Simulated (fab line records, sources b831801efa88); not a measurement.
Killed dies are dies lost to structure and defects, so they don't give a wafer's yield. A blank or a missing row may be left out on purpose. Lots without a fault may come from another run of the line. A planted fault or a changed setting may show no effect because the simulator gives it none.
fab line records | flow sky130
record lots=6 wafers=18 last_day=50
route steps=708 shown VIA4@639 METAL5@661 PAD_OPEN@708
lots that met no fault: from a run of the same line without faults
start_h: hours from the record's first day to the start of the lot's first wafer shown | wait_h: hours since the lot's step before | " the same as in the row above | L1.1+2: a row that stands for several wafers | - no value, or no start given | * or withheld: withheld | < > ~ a bound
route shown NAME@n: a module of which the file shows steps, and the number in the route of the first | usual: mean/standard deviation of fault-free wafers | same: alike in all rows | chamber/n: place in a boat | sites: the reading at each site | _std_site: their standard deviation | _edge_site: outer sites' mean less inner sites' | radius_mm: how far each site lies from the wafer's centre | mask NAME#n: copy n | behind: the tool/chamber that last shaped the wafer | hold: why the lot was held/for how many hours/how that ended | device: the transistor (n, p or np) that didn't switch | end of line: the same wafers' tests at the end of the route | a step without rows: its recipe alone | killed: dies lost to structure and defects at the first sort, not the wafer's yield | map: a wafer's dies, x killed, . not, _ none there
set.NAME: the setting as run; set.NAME@STEP: as run at that earlier step | model.NAME: the simulator's own value behind a step, which no gauge read
lots at some steps of the route; a table a step, a row a wafer
services: from which hour (start_h, from the record's first day; less than 0 if before it) a tool's chamber was out of use, for how many hours, and why
## steps
# step SKY_VIA4_HDPCVD_00
# recipe material=SiO2 target_thk_nm=1750 sigma_open_frac=0.3 time_s=291.7 temp_c=400 sih4_flow_sccm=60 pressure_mtorr=6
# step SKY_VIA4_THK_MEAS_01
# recipe reads=SiO2_of_VIA4_HDPCVD_00
# usual VIA4_HDPCVD_THK=1752/17
# columns lot.wafer tool chamber start_h wait_h VIA4_HDPCVD_THK[nm]
L741.2 film_metro-03 - 1040.25 0.1 1739
L741.4 " - " " 1761
L741.6 " - " " 1732
L740.3 film_metro-04 - 1041.26 0.1 1781
L740.4 " - " " 1787
L740.5 " - " " 1762
L742.3 film_metro-03 - 1047.84 0.1 1751
L742.5 " - " " 1737
L742.6 " - " " 1765
L746.4 film_metro-03 - 1054.48 0.0 1723
L746.5 " - " " 1768
L746.6 " - " " 1753
L754.1 film_metro-04 - 1109.40 0.2 1740
L754.2 " - " " 1746
L754.6 " - " " 1781
L755.4 film_metro-04 - 1109.99 0.0 1791
L755.5 " - " " 1760
L755.6 " - " " 1750
# step SKY_VIA4_CMP_02
# recipe material=SiO2 down_force_psi=4 platen_rpm=60 pad_velocity_m_s=0.94248
# step SKY_VIA4_BOW_MEAS_03
# recipe mode=bow
# usual VIA4_BOW=81/7.8
# columns lot.wafer tool chamber start_h wait_h VIA4_BOW[um]
L741.2 film_metro-01 - 1040.62 0.2 80
L741.4 " - " " 67
L741.6 " - " " 85
L740.3 film_metro-03 - 1041.64 0.3 81
L740.4 " - " " 86
L740.5 " - " " 96
L742.3 film_metro-01 - 1048.22 0.3 82
L742.5 " - " " 83
L742.6 " - " " 101
L746.4 film_metro-04 - 1054.87 0.3 80
L746.5 " - " " 76
L746.6 " - " " 71
L754.1 film_metro-04 - 1109.76 0.1 80
L754.2 " - " " 84
L754.6 " - " " 81
L755.4 film_metro-04 - 1110.38 0.3 69
L755.5 " - " " 73
L755.6 " - " " 68
# step SKY_VIA4_DEHYDRATE_04
# recipe temp_c=200 time_s=60
# step SKY_VIA4_HMDS_05
# recipe prime_time_s=60 prime_temp_c=120
# step SKY_VIA4_COAT_06
# recipe resist=NOVOLAK spin_rpm=3000 resist_thk_nm=1140
# step SKY_VIA4_SOFTBAKE_07
# recipe temp_c=90 time_s=60 resist=NOVOLAK
# step SKY_VIA4_EXPOSE_08
# recipe mask_id=VIM4 na=0.6 source_shape=conventional sigma_outer=0.6 polarization=unpolarized target_cd_nm=800 dose_mj=132
# step SKY_VIA4_PEB_09
# recipe temp_c=withheld time_s=* resist=NOVOLAK
# step SKY_VIA4_DEVELOP_10
# recipe resist=NOVOLAK developer=TMAH develop_time_s=60 dev_temp_c=23
# step SKY_VIA4_OVL_MEAS_11
# usual VIA4_OVL=0.7/1.4
# columns lot.wafer tool chamber start_h wait_h VIA4_OVL[nm]
L741.2 overlay-02 - 1062.00 0.1 1.1
L741.4 " - " " 0.6
L741.6 " - " " 1.2
L740.3 overlay-02 - 1063.21 0.1 0.7
L740.4 " - " " 1.7
L740.5 " - " " 1.3
L742.3 overlay-02 - 1070.18 0.1 1.6
L742.5 " - " " 1.1
L742.6 " - " " 3.6
L746.4 overlay-02 - 1075.93 0.1 0.1
L746.5 " - " " 0.5
L746.6 " - " " 0.0
L754.1 overlay-01 - 1129.05 0.1 0.7
L754.2 " - " " 2.3
L754.6 " - " " 0.7
L755.4 overlay-02 - 1130.85 0.1 -0.4
L755.5 " - " " -1.0
L755.6 " - " " 1.4
# step SKY_VIA4_ETCH_12
# recipe target=SiO2 chemistry=C4F8/O2/Ar stop_on=TiN mask_material=NOVOLAK source_w=1500 bias_w=1200 pressure_mtorr=40 c4f8_flow_sccm=withheld O2_flow_sccm=6 Ar_flow_sccm=300 time_s=withheld target_depth_a=5800
# usual oes_product_au=0.926/0.0046
# columns lot.wafer tool chamber start_h wait_h oes_product_au
L741.2 rie_diel-02 1 1062.03 0.0 0.929
L741.4 " 0 " " 0.933
L741.6 " 1 " " 0.924
L740.3 rie_diel-01 1 1063.23 0.0 0.929
L740.4 " 0 " " 0.915
L740.5 " 3 " " 0.917
L742.3 rie_diel-01 2 1070.20 0.0 0.919
L742.5 " 2 " " 0.919
L742.6 " 3 " " 0.927
L746.4 rie_diel-01 0 1075.95 0.0 0.929
L746.5 " 2 " " 0.923
L746.6 " 1 " " 0.925
L754.1 rie_diel-01 3 1129.08 0.0 0.923
L754.2 " 1 " " 0.927
L754.6 " 2 " " 0.925
L755.4 rie_diel-01 3 1130.86 0.0 0.925
L755.5 " 2 " " 0.939
L755.6 " 1 " " 0.929
# step SKY_VIA4_STRIP_13
# recipe chemistry=O2/N2 power_w=1400 pressure_mtorr=1500 platen_temp_c=withheld o2_flow_sccm=3000 n2_flow_sccm=300 overash_fraction=0.5
# step SKY_VIA4_STRIP_14
# recipe chemistry=post_etch_residue_remover time_s=1200 temp_c=72.5
# step SKY_VIA4_CLEAN_15
# recipe chemistry=IPA time_s=180 temp_c=25
# step SKY_VIA4_CLEAN_16
# recipe chemistry=O3/DIW dry=n2_spin
# step SKY_VIA4_SPUTTER_17
# recipe material=TiN target_thk_nm=20 chamber_pressure_pa=5 power_w=4000 time_s=80
# usual throttle_valve_pct=30.4/0.79
# columns lot.wafer tool chamber start_h wait_h throttle_valve_pct
L741.2 pvd_sputter-02 - 1062.73 0.0 29.3
L741.4 " - " " 29.8
L741.6 " - " " 29.8
L740.3 pvd_sputter-02 - 1063.91 0.0 29.4
L740.4 " - " " 29.5
L740.5 " - " " 29.4
L742.3 pvd_sputter-02 - 1070.91 0.0 31.1
L742.5 " - " " 31.1
L742.6 " - " " 29.8
L746.4 pvd_sputter-02 - 1076.65 0.0 29.1
L746.5 " - " " 29.6
L746.6 " - " " 31.1
L754.1 pvd_sputter-03 - 1129.79 0.0 30.6
L754.2 " - " " 30.6
L754.6 " - " " 30.5
L755.4 pvd_sputter-03 - 1132.17 0.0 30.8
L755.5 " - " " 31.0
L755.6 " - " " 30.8
# step SKY_VIA4_CVD_18
# recipe material=W target_thk_nm=505 time_s=152.14 temp_c=400 pressure_torr=40
# step SKY_VIA4_RS_MEAS_19
# recipe thk_meas_gauge=four-point-probe reads=W_of_VIA4_CVD_18+TiN_of_VIA4_SPUTTER_17
# usual VIA4_W_RS=0.2254/0.0023
# columns lot.wafer tool chamber start_h wait_h VIA4_W_RS[ohm/sq]
L741.2 film_metro-04 - 1062.96 0.1 0.2253
L741.4 " - " " 0.2206
L741.6 " - " " 0.2218
L740.3 film_metro-03 - 1064.17 0.1 0.2264
L740.4 " - " " 0.2287
L740.5 " - " " 0.2264
L742.3 film_metro-03 - 1071.16 0.1 0.2224
L742.5 " - " " 0.2268
L742.6 " - " " 0.2233
L746.4 film_metro-01 - 1076.93 0.1 0.2235
L746.5 " - " " 0.2271
L746.6 " - " " 0.2262
L754.1 film_metro-01 - 1130.16 0.3 0.2224
L754.2 " - " " 0.2235
L754.6 " - " " 0.2238
L755.4 film_metro-03 - 1132.57 0.2 0.2270
L755.5 " - " " 0.2269
L755.6 " - " " 0.2271
# step SKY_VIA4_THK_MEAS_20
# recipe thk_meas_gauge=xrf reads=W_of_VIA4_CVD_18
# usual VIA4_W_THK=517/6.2
# columns lot.wafer tool chamber start_h wait_h VIA4_W_THK[nm]
L741.2 film_metro-04 - 1063.07 0.1 519
L741.4 " - " " 533
L741.6 " - " " 525
L740.3 film_metro-03 - 1064.27 0.1 516
L740.4 " - " " 508
L740.5 " - " " 516
L742.3 film_metro-03 - 1071.26 0.1 527
L742.5 " - " " 515
L742.6 " - " " 522
L746.4 film_metro-01 - 1077.02 0.1 520
L746.5 " - " " 507
L746.6 " - " " 515
L754.1 film_metro-01 - 1130.28 0.1 522
L754.2 " - " " 523
L754.6 " - " " 518
L755.4 film_metro-03 - 1132.66 0.1 511
L755.5 " - " " 507
L755.6 " - " " 510
# step SKY_VIA4_CMP_21
# recipe stop_on=SiO2 t_overpolish_s=25 down_force_psi=3.5 platen_rpm=60 target_thk_nm=0 pad_velocity_m_s=0.94248
# step SKY_METAL5_SPUTTER_00
# recipe material=Ti target_thk_nm=15 power_w=3000 time_s=10 chamber_pressure_pa=0.4
# usual throttle_valve_pct=30.3/0.79
# columns lot.wafer tool chamber start_h wait_h throttle_valve_pct
L741.2 pvd_sputter-01 - 1063.55 0.1 30.4
L741.4 " - " " 30.3
L741.6 " - " " 30.3
L740.3 pvd_sputter-02 - 1064.61 0.2 29.4
L740.4 " - " " 31.1
L740.5 " - " " 31.2
L742.3 pvd_sputter-04 - 1071.60 0.2 30.1
L742.5 " - " " 30.4
L742.6 " - " " 29.5
L746.4 pvd_sputter-01 - 1077.56 0.1 30.2
L746.5 " - " " 29.0
L746.6 " - " " 30.5
L754.1 pvd_sputter-02 - 1130.64 0.2 29.4
L754.2 " - " " 31.3
L754.6 " - " " 29.4
L755.4 pvd_sputter-01 - 1133.01 0.1 30.5
L755.5 " - " " 30.6
L755.6 " - " " 31.8
# step SKY_METAL5_SPUTTER_01
# recipe material=TiN target_thk_nm=20 power_w=6500 time_s=16.7 chamber_pressure_pa=0.4
# usual throttle_valve_pct=30.3/0.8
# columns lot.wafer tool chamber start_h wait_h throttle_valve_pct
L741.2 pvd_sputter-01 - 1063.57 0.0 30.6
L741.4 " - " " 30.5
L741.6 " - " " 30.6
L740.3 pvd_sputter-02 - 1064.63 0.0 29.4
L740.4 " - " " 31.5
L740.5 " - " " 31.4
L742.3 pvd_sputter-04 - 1071.62 0.0 29.9
L742.5 " - " " 30.1
L742.6 " - " " 29.7
L746.4 pvd_sputter-01 - 1077.59 0.0 30.3
L746.5 " - " " 28.8
L746.6 " - " " 30.8
L754.1 pvd_sputter-02 - 1130.66 0.0 29.3
L754.2 " - " " 31.3
L754.6 " - " " 29.6
L755.4 pvd_sputter-01 - 1133.03 0.0 30.5
L755.5 " - " " 30.6
L755.6 " - " " 31.8
# step SKY_METAL5_SPUTTER_02
# recipe material=AlCu target_thk_nm=1150 power_w=10600 time_s=61.2 chamber_pressure_pa=0.4
# step SKY_METAL5_SPUTTER_03
# recipe material=Ti target_thk_nm=5 power_w=3000 time_s=3.3 chamber_pressure_pa=0.4
# usual throttle_valve_pct=30.3/0.78
# columns lot.wafer tool chamber start_h wait_h throttle_valve_pct
L741.2 pvd_sputter-01 - 1063.64 0.0 30.6
L741.4 " - " " 30.3
L741.6 " - " " 30.7
L740.3 pvd_sputter-02 - 1064.71 0.0 29.3
L740.4 " - " " 31.3
L740.5 " - " " 31.4
L742.3 pvd_sputter-04 - 1071.70 0.0 29.9
L742.5 " - " " 30.3
L742.6 " - " " 29.9
L746.4 pvd_sputter-01 - 1077.66 0.0 30.4
L746.5 " - " " 28.9
L746.6 " - " " 30.6
L754.1 pvd_sputter-02 - 1130.73 0.0 29.3
L754.2 " - " " 31.3
L754.6 " - " " 29.8
L755.4 pvd_sputter-01 - 1133.11 0.0 30.4
L755.5 " - " " 30.7
L755.6 " - " " 31.8
# step SKY_METAL5_SPUTTER_04
# recipe material=TiN target_thk_nm=70 power_w=6500 time_s=58.3 chamber_pressure_pa=0.4
# step SKY_METAL5_RS_MEAS_05
# recipe thk_meas_gauge=four-point-probe reads=TiN_of_METAL5_SPUTTER_04+Ti_of_METAL5_SPUTTER_03+AlCu_of_METAL5_SPUTTER_02+TiN_of_METAL5_SPUTTER_01+Ti_of_METAL5_SPUTTER_00
# usual METAL5_ALCU_RS=0.02695/0.00021
# columns lot.wafer tool chamber start_h wait_h METAL5_ALCU_RS[ohm/sq]
L741.2 film_metro-02 - 1063.73 0.0 0.02678
L741.4 " - " " 0.02672
L741.6 " - " " 0.02691
L740.3 film_metro-03 - 1064.81 0.1 0.02715
L740.4 " - " " 0.02736
L740.5 " - " " 0.02704
L742.3 film_metro-02 - 1071.81 0.1 0.02713
L742.5 " - " " 0.02707
L742.6 " - " " 0.02701
L746.4 film_metro-02 - 1077.79 0.1 0.02697
L746.5 " - " " 0.02705
L746.6 " - " " 0.02698
L754.1 film_metro-04 - 1130.80 0.0 0.02673
L754.2 " - " " 0.02689
L754.6 " - " " 0.0267
L755.4 film_metro-02 - 1133.24 0.1 0.02664
L755.5 " - " " 0.02649
L755.6 " - " " 0.02677
# step SKY_METAL5_THK_MEAS_06
# recipe thk_meas_gauge=xrf reads=AlCu_of_METAL5_SPUTTER_02
# usual METAL5_ALCU_THK=1166/12
# columns lot.wafer tool chamber start_h wait_h METAL5_ALCU_THK[nm]
L741.2 film_metro-02 - 1063.84 0.1 1178
L741.4 " - " " 1183
L741.6 " - " " 1177
L740.3 film_metro-03 - 1064.91 0.1 1150
L740.4 " - " " 1146
L740.5 " - " " 1150
L742.3 film_metro-02 - 1071.91 0.1 1160
L742.5 " - " " 1167
L742.6 " - " " 1153
L746.4 film_metro-02 - 1077.88 0.1 1171
L746.5 " - " " 1170
L746.6 " - " " 1175
L754.1 film_metro-04 - 1130.92 0.1 1169
L754.2 " - " " 1163
L754.6 " - " " 1172
L755.4 film_metro-02 - 1133.33 0.1 1178
L755.5 " - " " 1185
L755.6 " - " " 1172
# step SKY_METAL5_DEHYDRATE_07
# recipe temp_c=200 time_s=60
# step SKY_METAL5_HMDS_08
# recipe prime_time_s=60 prime_temp_c=120
# step SKY_METAL5_COAT_09
# recipe resist=NOVOLAK spin_rpm=3000 resist_thk_nm=1800
# step SKY_METAL5_SOFTBAKE_10
# recipe temp_c=90 time_s=60 resist=NOVOLAK
# step SKY_METAL5_EXPOSE_11
# recipe mask_id=MM5 na=0.6 source_shape=conventional sigma_outer=0.6 polarization=unpolarized target_cd_nm=1600 dose_mj=190
# step SKY_METAL5_PEB_12
# recipe temp_c=withheld time_s=* resist=NOVOLAK
# step SKY_METAL5_DEVELOP_13
# recipe resist=NOVOLAK developer=TMAH develop_time_s=60 dev_temp_c=23
# step SKY_METAL5_DESCUM_14
# recipe chemistry=O2 source_power_w=150 bias_power_w=0 pressure_mtorr=10 temp_c=40 time_s=11
# step SKY_METAL5_METAL_ETCH_15
# recipe target_depth_a=12600 stop_on=SiO2 over_etch_frac=0.2 time_s=252 chemistry=Cl2/BCl3 resist_sidewall_deg=86 pressure_mtorr=10 icp_w=900 bias_w=48.5 Cl2_flow_sccm=60 bcl3_flow_sccm=30
# usual bcl3_flow_sccm=29.99/0.089 drypump_motor_current_A=5.6/0.47 he_backside_leak_sccm=3.4/0.33 oes_product_au=0.894/0.0046 throttle_valve_pct=22.264/0.0092
# same over_etch_frac=0.2
# columns lot.wafer tool chamber start_h wait_h bcl3_flow_sccm drypump_motor_current_A he_backside_leak_sccm oes_product_au rf_hours_counter_h throttle_valve_pct
L741.2 rie_metal-03 1 1084.48 0.0 29.87 5.1 3.1 0.897 22 22.265
L741.4 " 1 " " 30.05 5.1 3.2 0.892 - 22.264
L741.6 " 0 " " 30.02 5.8 3.4 0.887 - 22.273
L740.3 rie_metal-01 0 1085.81 0.1 30.07 5.9 3.8 0.890 - 22.279
L740.4 " 1 " " 29.96 5.1 3.4 0.907 - 22.247
L740.5 " 1 " " 29.94 5.1 3.3 0.888 - 22.253
L742.3 rie_metal-04 0 1091.75 0.1 29.94 5.7 3.0 0.897 - 22.269
L742.5 " 1 " " 30.11 6.5 2.9 0.888 - 22.263
L742.6 " 0 " " 29.80 5.7 3.6 0.898 - 22.268
L746.4 rie_metal-03 0 1097.71 0.1 30.18 5.8 3.6 0.897 - 22.262
L746.5 " 1 " " 30.18 5.1 3.1 0.900 - 22.272
L746.6 " 0 " " 30.12 5.8 3.3 0.900 - 22.255
L754.1 rie_metal-03 0 1149.07 0.0 30.04 5.8 3.4 0.890 23 22.262
L754.2 " 1 " " 30.05 5.1 3.0 0.899 28 22.265
L754.6 " 1 " " 30.06 5.1 3.1 0.898 - 22.259
L755.4 rie_metal-03 1 1151.09 0.1 30.02 5.1 3.1 0.901 - 22.257
L755.5 " 1 " " 29.97 5.1 3.1 0.889 - 22.276
L755.6 " 0 " " 30.00 5.8 3.5 0.889 - 22.269
# step SKY_METAL5_STRIP_16
# recipe chemistry=O2/N2 power_w=1400 pressure_mtorr=1500 platen_temp_c=withheld o2_flow_sccm=3000 n2_flow_sccm=300 overash_fraction=0.5
# step SKY_METAL5_STRIP_17
# recipe chemistry=post_etch_residue_remover time_s=1200 temp_c=72.5
# step SKY_METAL5_CLEAN_18
# recipe chemistry=IPA time_s=180 temp_c=25
# step SKY_METAL5_CLEAN_19
# recipe chemistry=O3/DIW dry=n2_spin
# step SKY_PAD_OPEN_PROBE_99
# usual defect_limited_yield=82.2/1.8 killed_at_M0_to_M3=44/6 killed_at_M4_up=3.3/2.1 killed_at_contacts=25/5.5 killed_at_front_end=15/4.3 killed_dies=88/9.1 killed_open=48/6.6 killed_short=39/6.7 sort_bin_3_pad_short=0.9/0.4 sort_bin_5_function=10.4/1.5 sort_bin_6_memory=6.5/1.1 sort_n_pass=404/9.1 sort_yield_pct=82.2/1.8
# same gross_dies=492 killed_at_back_side=0 killed_at_other=0 sort_bin_4_leakage[%]=0 sort_bin_8_speed[%]=0
# columns lot.wafer tool chamber start_h wait_h defect_limited_yield[%] killed_at_M0_to_M3 killed_at_M4_up killed_at_contacts killed_at_front_end killed_dies killed_open killed_short sort_bin_3_pad_short[%] sort_bin_5_function[%] sort_bin_6_memory[%] sort_n_pass sort_yield_pct[%] model.etest.tester.sort_n_pass model.etest.tester.sort_yield_pct model.etest.tester.sort_bin_5_pct model.etest.tester.sort_bin_3_pct
L741.2 prober-01 - 1128.27 0.1 80.7 45 3 25 22 95 55 39 0.6 12.6 6.1 397 80.7 397 80.69 12.6 0.6098
L741.4 prober-01 - 1128.37 0.2 82.9 38 8 18 20 84 43 41 1.4 9.6 6.1 408 82.9 408 82.93 9.553 1.423
L741.6 prober-01 - 1128.47 0.2 82.1 38 5 32 13 88 52 36 0.6 10.4 6.9 404 82.1 404 82.11 10.37 0.6098
L740.3 prober-02 - 1130.20 0.2 82.3 43 7 20 17 87 55 32 0.8 9.8 7.1 405 82.3 405 82.32 9.756 0.813
L740.4 prober-02 - 1130.25 0.2 83.7 36 9 17 18 80 42 38 0.4 10.2 5.7 412 83.7 412 83.74 10.16 0.4065
L740.5 prober-02 - 1130.30 0.2 82.5 37 4 28 17 86 55 31 1.8 9.3 6.3 406 82.5 406 82.52 9.35 1.829
L742.3 prober-01 - 1135.98 0.2 86.4 36 0 21 10 67 35 32 0.8 8.3 4.5 425 86.4 425 86.38 8.333 0.813
L742.5 prober-01 - 1136.08 0.2 81.9 48 4 19 18 89 45 43 0.6 10.6 6.9 403 81.9 403 81.91 10.57 0.6098
L742.6 prober-01 - 1136.13 0.2 83.3 51 3 20 8 82 40 42 0.8 9.3 6.5 410 83.3 410 83.33 9.35 0.813
L746.4 prober-01 - 1140.86 0.2 79.7 52 4 21 23 100 52 48 1.0 9.8 9.6 392 79.7 392 79.67 9.756 1.016
L746.5 prober-01 - 1140.91 0.2 81.7 48 3 25 14 90 52 38 0.6 10.0 7.7 402 81.7 402 81.71 9.959 0.6098
L746.6 prober-01 - 1140.96 0.2 82.7 46 4 20 15 85 50 35 1.4 8.5 7.3 407 82.7 407 82.72 8.537 1.423
L754.1 prober-01 - 1187.18 0.1 76.8 31 43 23 17 114 41 34 2.6 14.8 5.7 378 76.8 378 76.83 14.84 2.642
L754.2 prober-01 - 1187.23 0.1 74.0 34 56 23 15 128 45 31 3.0 15.7 7.3 364 74.0 364 73.98 15.65 3.049
L754.6 prober-01 - 1187.43 0.2 71.5 47 64 19 10 140 43 42 2.2 20.5 5.7 352 71.5 352 71.54 20.53 2.236
L755.4 prober-02 - 1187.96 0.2 75.8 33 53 19 14 119 36 33 3.5 14.0 6.7 373 75.8 373 75.81 14.02 3.455
L755.5 prober-02 - 1188.01 0.2 70.3 52 48 34 12 146 61 38 3.3 17.1 9.3 346 70.3 346 70.33 17.07 3.252
L755.6 prober-02 - 1188.06 0.2 76.4 32 50 17 17 116 37 30 3.0 16.1 4.5 376 76.4 376 76.42 16.06 3.049
# killed by level:class
L741.2 CONTACT:geometric_particle:open=11 VIA1:geometric_particle:open=11 METAL1:geometric_particle:short=7 VIA2:geometric_particle:open=7 POLY_GATE:geometric_particle:open=6 LI_CONTACT:geometric_particle:open=6 VIA3:geometric_particle:open=6 POLY_GATE:geometric_particle:short=5
L741.4 VIA1:geometric_particle:open=9 METAL2:geometric_particle:short=8 LI_CONTACT:geometric_particle:open=7 VIA2:geometric_particle:open=7 FIELD_ISO:geometric_particle:short=6 CONTACT:geometric_particle:open=6 FIELD_ISO:geometric_particle:open=5 LOCAL_INTERCONNECT:geometric_particle:short=5
L741.6 LI_CONTACT:geometric_particle:open=12 CONTACT:geometric_particle:open=11 VIA1:geometric_particle:open=9 VIA2:geometric_particle:open=7 VIA3:geometric_particle:open=6 LI_CONTACT:geometric_particle:short=5 FIELD_ISO:geometric_particle:short=4 METAL4:geometric_particle:short=4
L740.3 VIA1:geometric_particle:open=13 LI_CONTACT:geometric_particle:open=9 VIA3:geometric_particle:open=8 POLY_GATE:geometric_particle:open=6 VIA2:geometric_particle:open=6 CONTACT:geometric_particle:open=5 METAL4:geometric_particle:short=5 FIELD_ISO:geometric_particle:short=4
L740.4 VIA1:geometric_particle:open=8 FIELD_ISO:geometric_particle:open=6 LI_CONTACT:geometric_particle:open=6 VIA3:geometric_particle:open=6 METAL4:geometric_particle:short=6 FIELD_ISO:geometric_particle:short=5 POLY_GATE:geometric_particle:short=4 CONTACT:geometric_particle:open=4
L740.5 CONTACT:geometric_particle:open=11 VIA1:geometric_particle:open=8 LI_CONTACT:geometric_particle:open=7 VIA2:geometric_particle:open=7 FIELD_ISO:geometric_particle:open=5 VIA3:geometric_particle:open=5 POLY_GATE:geometric_particle:open=4 VIA1:geometric_particle:short=4
L742.3 VIA1:geometric_particle:open=13 CONTACT:geometric_particle:short=9 VIA3:geometric_particle:short=6 CONTACT:geometric_particle:open=5 METAL2:geometric_particle:short=5 FIELD_ISO:geometric_particle:open=4 LI_CONTACT:geometric_particle:open=4 FIELD_ISO:geometric_particle:short=3
L742.5 VIA1:geometric_particle:open=12 VIA1:geometric_particle:short=8 VIA3:geometric_particle:open=7 POLY_GATE:geometric_particle:short=6 CONTACT:geometric_particle:open=6 LI_CONTACT:geometric_particle:open=6 METAL1:geometric_particle:short=6 FIELD_ISO:geometric_particle:short=5
L742.6 METAL1:geometric_particle:short=12 VIA2:geometric_particle:open=9 CONTACT:geometric_particle:short=8 CONTACT:geometric_particle:open=7 VIA1:geometric_particle:open=7 FIELD_ISO:geometric_particle:open=4 VIA2:geometric_particle:short=4 VIA3:geometric_particle:open=4
L746.4 VIA2:geometric_particle:open=12 FIELD_ISO:geometric_particle:short=9 CONTACT:geometric_particle:open=9 VIA2:geometric_particle:short=8 VIA3:geometric_particle:open=8 METAL1:geometric_particle:short=7 VIA1:geometric_particle:open=6 LI_CONTACT:geometric_particle:open=5
L746.5 CONTACT:geometric_particle:open=15 VIA3:geometric_particle:open=10 VIA1:geometric_particle:open=9 VIA2:geometric_particle:open=9 VIA1:geometric_particle:short=6 FIELD_ISO:geometric_particle:short=5 LI_CONTACT:geometric_particle:open=5 POLY_GATE:geometric_particle:short=4
L746.6 VIA1:geometric_particle:open=14 LI_CONTACT:geometric_particle:open=8 CONTACT:geometric_particle:open=8 METAL1:geometric_particle:short=8 VIA3:geometric_particle:open=6 POLY_GATE:geometric_particle:short=5 METAL3:geometric_particle:short=5 FIELD_ISO:geometric_particle:short=4
L754.1 VIA4:unspecified=39 VIA3:geometric_particle:open=10 CONTACT:geometric_particle:open=7 LI_CONTACT:geometric_particle:open=6 VIA1:geometric_particle:open=6 FIELD_ISO:geometric_particle:short=5 POLY_GATE:geometric_particle:short=4 LOCAL_INTERCONNECT:geometric_particle:short=4
L754.2 VIA4:unspecified=52 CONTACT:geometric_particle:open=9 VIA1:geometric_particle:open=9 METAL1:geometric_particle:short=6 LI_CONTACT:geometric_particle:open=6 METAL2:geometric_particle:short=6 POLY_GATE:geometric_particle:open=5 VIA2:geometric_particle:open=5
L754.6 VIA4:unspecified=55 VIA1:geometric_particle:open=9 CONTACT:geometric_particle:open=8 METAL1:geometric_particle:short=8 VIA1:geometric_particle:short=6 VIA3:geometric_particle:open=6 METAL4:geometric_particle:short=6 LI_CONTACT:geometric_particle:open=5
L755.4 VIA4:unspecified=50 VIA1:geometric_particle:open=11 CONTACT:geometric_particle:open=7 LOCAL_INTERCONNECT:geometric_particle:short=5 VIA1:geometric_particle:short=5 FIELD_ISO:geometric_particle:open=4 FIELD_ISO:geometric_particle:short=4 VIA2:geometric_particle:open=4
L755.5 VIA4:unspecified=47 CONTACT:geometric_particle:open=12 LI_CONTACT:geometric_particle:open=11 VIA2:geometric_particle:open=11 VIA1:geometric_particle:open=9 METAL2:geometric_particle:short=7 VIA3:geometric_particle:open=7 VIA2:geometric_particle:short=6
L755.6 VIA4:unspecified=49 VIA1:geometric_particle:open=11 POLY_GATE:geometric_particle:short=6 CONTACT:geometric_particle:open=6 VIA2:geometric_particle:open=6 FIELD_ISO:geometric_particle:short=4 LI_CONTACT:geometric_particle:open=4 CONTACT:geometric_particle:short=4
# map L754.6 (x killed, . not)
__________x......x.._________
________x...........x._______
______.x................_____
_____...x....x.xxx.......____
____..x.........x...x..xx.___
___.x.x.x.....xx.........xx__
__......x...x.xx.x.x........_
_..x.x.xx....x...x.......x.x.
_.....x................x....x
_...x...x.x.......x..x.x..x.x
_..x.x.....x....x.....xx..x..
_....x.x..x.x...x........x...
_....xxxxxxxx....x....x.x....
_....xxxxxxxxxx...x.....xxx..
_..x.xxxxxxxxx.........x..x..
__x...xxxxxxxxx....x........_
___.x..xxxxxxxx............__
____..x.xxxxxx............___
_____..xxx..x.....x.....x____
______..xx..x...x....xxx_____
________...xx.....x..._______
__________.........._________
# map L755.5 (x killed, . not)
__________..x......._________
________....x.......x._______
______x...x....x......x._____
_____.x...x.x........x...____
____.......x........x.....___
___..x..xx......x.....x..x.__
__.........x.......x.xx....._
_..........xx.x..x.......x.x.
_.....x.....x.xxxx..xx....x.x
_...x..x..x........x.xx......
_.....x.xxx.............x.xx.
_...x...xx..x.xxxx........x..
_...xxxxxxxxxx.x....x.......x
_....xxxxxxx.x...x....xx.....
_....x.xxxxxxx.xx....x...x.x.
__xx..xxxxxxxxxxxx.x......xx_
___x.x.xxxxxx......x..x....__
____..xxx.xx..........x...___
_____.xxx...x..x.....xx..____
______..x..x........x.x._____
________....x...x....._______
__________xx........_________
## services
# columns tool chamber start_h hours kind
rie_diel-02 1 1041.46 6.1 repair
pvd_sputter-01 - 1044.90 6.3 repair
pvd_sputter-04 2 1045.86 - consumable_replace:kit
pvd_sputter-04 2 1045.86 18.0 scheduled_down
pvd_sputter-04 2 1045.86 18.0 vent_cycle
pvd_sputter-02 - 1048.85 1.9 repair
rie_diel-02 3 1049.37 3.6 repair
pvd_sputter-04 - 1087.13 9.2 repair
rie_metal-01 0 1087.74 5.5 repair
rie_metal-01 1 1089.90 21.7 repair
rie_diel-02 1 1106.24 9.1 repair
rie_metal-04 - 1107.30 2.8 pm
pvd_sputter-02 - 1110.32 2.6 repair
pvd_sputter-03 - 1113.78 4.8 repair
rie_diel-02 2 1117.15 19.7 repair
pvd_sputter-04 - 1120.35 3.8 repair
pvd_sputter-02 0 1135.53 - consumable_replace:kit
pvd_sputter-02 0 1135.53 18.0 scheduled_down
pvd_sputter-02 0 1135.53 18.0 vent_cycle
rie_metal-04 - 1138.74 14.6 pm
pvd_sputter-04 1 1142.34 - consumable_replace:kit
pvd_sputter-04 1 1142.34 18.0 scheduled_down
pvd_sputter-04 1 1142.34 18.0 vent_cycle
pvd_sputter-01 - 1144.25 4.9 repair
## key
first_sign step=SKY_PAD_OPEN_PROBE_99 reading=killed_at_M4_up direction=up sigmas=23 usual=3.3 struck=52.3
effect step=SKY_PAD_OPEN_PROBE_99 reading=sort_bin_3_pad_short direction=up sigmas=5.2 usual=0.9 struck=2.9
model_effect step=SKY_PAD_OPEN_PROBE_99 value=etest.tester.sort_n_pass without=406.7 struck=364.8
met_at SKY_VIA4_ETCH_12
struck_wafers L754.1,L754.2,L754.6,L755.4,L755.5,L755.6
onset_between 1075.95 1129.08
also_fits time
fault kind=chamber_particle_source tool=rie_diel-01 chamber=- onset_h=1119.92 steps=SKY_VIA4_ETCH_12 rate_per_visit_cm2=0.62348 end_h=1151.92
